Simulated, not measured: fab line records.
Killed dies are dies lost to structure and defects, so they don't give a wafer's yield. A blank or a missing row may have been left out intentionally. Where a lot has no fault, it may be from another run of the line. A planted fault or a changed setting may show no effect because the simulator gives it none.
A struck lot beside a sound one | flow sky130 | 42 out of 708 route steps
Sound: wafers L916.1, L916.3, L916.5. Struck: wafers L926.2, L926.4. (L926.6 of the same lot was not struck and is left out.) The cause comes at the end.
For every step that has rows: the tool of each side, followed by ch and its chambers, followed by its first start. Under that, the readings that differ: sound wafers | struck wafers | difference of the means | sigmas: that difference in standard deviations of wafers without a fault.
alike: readings whose means differ by less than 2 such deviations, and words and numbers that are the same on both sides. not compared: withheld readings, readings that some wafer has no value for, bounds like >300 that may hide the same value, and numbers for which the record gives no deviation and whose values overlap.
Wherever a step has rows on one side only, a row that says differs or no value, or a row with sigmas, the two part there. Numbers that have no deviation but don't overlap get no sigmas and don't part them. A reading that every wafer of one side lacks parts them only if that side has two wafers or more.

first, 4 steps without rows for these wafers: SKY_PWDE_SOFTBAKE_03; SKY_PWDE_EXPOSE_04 (exposes mask PWDEM, target cd 840 nm); SKY_PWDE_PEB_05; SKY_PWDE_DEVELOP_06 (develop time 60 s).
SKY_PWDE_OVL_MEAS_07:
  struck on overlay-01, day 7 06:11; sound on overlay-01, day 4 16:35
  alike: PWDE_OVL
next, for these wafers, 1 step has no rows: SKY_PWDE_IMPLANT_08.
SKY_PWDE_STRIP_09: strips in O2/N2.
  sound on plasmaAsher-03 ch 1, day 4 16:46; struck on plasmaAsher-03 ch 1, day 7 06:22
  alike: drypumpMotorCurrentA, oesProductAu, stripTimeToEndpointS
  not compared: rfHoursCounterH
SKY_PWDE_TW_MEAS_10:
  struck on filmMetro-03, day 7 06:28; sound on filmMetro-03, day 4 16:52
  alike: PWDE_TW
then, 4 steps without rows for these wafers: SKY_NWELL_DEHYDRATE_03 (time 60 s); SKY_NWELL_HMDS_04 (prime time 60 s); SKY_NWELL_COAT_05 (resist thk 3000 nm); SKY_NWELL_SOFTBAKE_06.
SKY_NWELL_EXPOSE_07: exposes mask NWM, target cd 840 nm.
  sound on ilineStepper-02 ch 0, day 5 02:17; struck on ilineStepper-01 ch 0, day 7 16:32
  alike: mask, stageVelMmS
then, 2 steps without rows for these wafers: SKY_NWELL_PEB_08; SKY_NWELL_DEVELOP_09 (develop time 60 s).
SKY_NWELL_OVL_MEAS_10:
  struck on overlay-02, day 8 02:50; sound on overlay-02, day 5 11:01
  alike: NWELL_00_OVL
then, 3 steps without rows for these wafers: SKY_NWELL_IMPLANT_11; SKY_NWELL_IMPLANT_12; SKY_NWELL_IMPLANT_13.
SKY_NWELL_STRIP_14: strips in O2/N2.
  sound on plasmaAsher-04 ch 0,1, day 5 11:30; struck on plasmaAsher-01 ch 1, day 8 03:19
  alike: drypumpMotorCurrentA, oesProductAu, stripTimeToEndpointS
  not compared: rfHoursCounterH
SKY_NWELL_TW_MEAS_15:
  struck on filmMetro-02, day 8 03:25; sound on filmMetro-04, day 5 11:36
  alike: NWELL_TW
then, 7 steps without rows for these wafers: SKY_NWELL_DEHYDRATE_16 (time 60 s); SKY_NWELL_HMDS_17 (prime time 60 s); SKY_NWELL_COAT_18 (resist thk 3000 nm); SKY_NWELL_SOFTBAKE_19; SKY_NWELL_EXPOSE_20 (exposes mask NWM COMPLEMENT, target cd 840 nm); SKY_NWELL_PEB_21; SKY_NWELL_DEVELOP_22 (develop time 60 s).
SKY_NWELL_OVL_MEAS_23:
  struck on overlay-01, day 9 00:01; sound on overlay-02, day 6 06:34
  alike: NWELL_01_OVL
next, for these wafers, 1 step has no rows: SKY_NWELL_IMPLANT_24.
SKY_NWELL_STRIP_25: strips in O2/N2.
  sound on plasmaAsher-01 ch 0, day 6 06:46; struck on plasmaAsher-02 ch 0,1, day 9 00:12
reading                  | sound             | struck      | difference | sigmas
stripTimeToEndpointS (s) | 36.72 36.77 36.84 | 37.06 37.04 | +0.27      | +3
  alike: drypumpMotorCurrentA, oesProductAu
  not compared: rfHoursCounterH
SKY_NWELL_TW_MEAS_26:
  struck on filmMetro-02, day 9 00:19; sound on filmMetro-04, day 6 06:52
  alike: NWELL_2_TW
then, 1 step without rows for these wafers: SKY_NWELL_CLEAN_27 (cleans in SC1/SC2, time 150 s).
SKY_NWELL_RTA_28: time 30 s.
  sound on rtpAnneal-01 ch 0, day 6 06:58; struck on rtpAnneal-02 ch 0, day 9 00:26
  alike: lampPowerPct, wafer_temp_C_max
SKY_NWELL_RS_MEAS_29: uses a four-point probe to measure.
  struck on filmMetro-04, day 9 00:32; sound on filmMetro-03, day 6 07:04
  alike: NWELL_RS
SKY_NWELL_RS_MEAS_31: uses a four-point probe to measure.
  struck on filmMetro-04, day 9 00:46; sound on filmMetro-03, day 6 07:19
reading          | sound          | struck    | difference | sigmas
PWDE_RS (ohm/sq) | 5265 5265 5255 | 5323 5317 | +58        | +3
then, 5 steps without rows for these wafers: SKY_VT_ADJUST_HVTP_DEHYDRATE_00 (time 60 s); SKY_VT_ADJUST_HVTP_HMDS_01 (prime time 60 s); SKY_VT_ADJUST_HVTP_COAT_02 (resist thk 1140 nm); SKY_VT_ADJUST_HVTP_SOFTBAKE_03 (time 60 s); SKY_VT_ADJUST_HVTP_EXPOSE_04 (exposes mask HVTPM, target cd 380 nm).
-- the record jumps here: 40 days lie between the struck wafers' starts before and after (it left off in module VT_ADJUST_HVTP and takes up again in module PAD_OPEN, whose first step shown is number 708 of the route) --
SKY_PAD_OPEN_PROBE_99:
  struck on prober-02, day 49 11:52; sound on prober-02, day 46 22:45
reading                                | sound                         | struck              | difference | sigmas
model.etest.pfet_16v.rOnOhmUm          | 1.519e+04 1.517e+04 1.511e+04 | 1.593e+04 1.611e+04 | +8.633e+02 | 
model.etest.nfet_16v.rOnOhmUm          | 1.431e+04 1.437e+04 1.425e+04 | 1.36e+04 1.352e+04  | -7.50e+02  | 
model.etest.resNwell.lineOhmUm         | 1136 1131 1120                | 1028 1052           | -89        | 
model.etest.resNwell.widthNm (nm)      | 835.7 838.6 836.1             | 947.7 951           | +112.5     | 
model.etest.resIsoPwell.widthNm (nm)   | 2656 2662 2650                | 2575 2592           | -72        | 
model.etest.pfet_16v.driveUaUm         | 251 245.4 248.2               | 226.8 223.4         | -23.1      | 
model.etest.isoNwellNwell.leakLog10AUm | -13.68 -13.58 -13.41          | -13.24 -13.39       | +0.24      | 
  alike: killed_at_M0_to_M3, killed_at_M4_up, killedAtContacts, killedAtFrontEnd, killedAtOther, killedDies, killedOpen, killedShort

## WHERE THEY PART
Last at SKY_NWELL_RS_MEAS_31 as far as this record goes, first at SKY_NWELL_STRIP_25. Later steps at which nothing parts them and some readings are alike: SKY_PAD_OPEN_PROBE_99.

WHY: what had been put in by the simulator
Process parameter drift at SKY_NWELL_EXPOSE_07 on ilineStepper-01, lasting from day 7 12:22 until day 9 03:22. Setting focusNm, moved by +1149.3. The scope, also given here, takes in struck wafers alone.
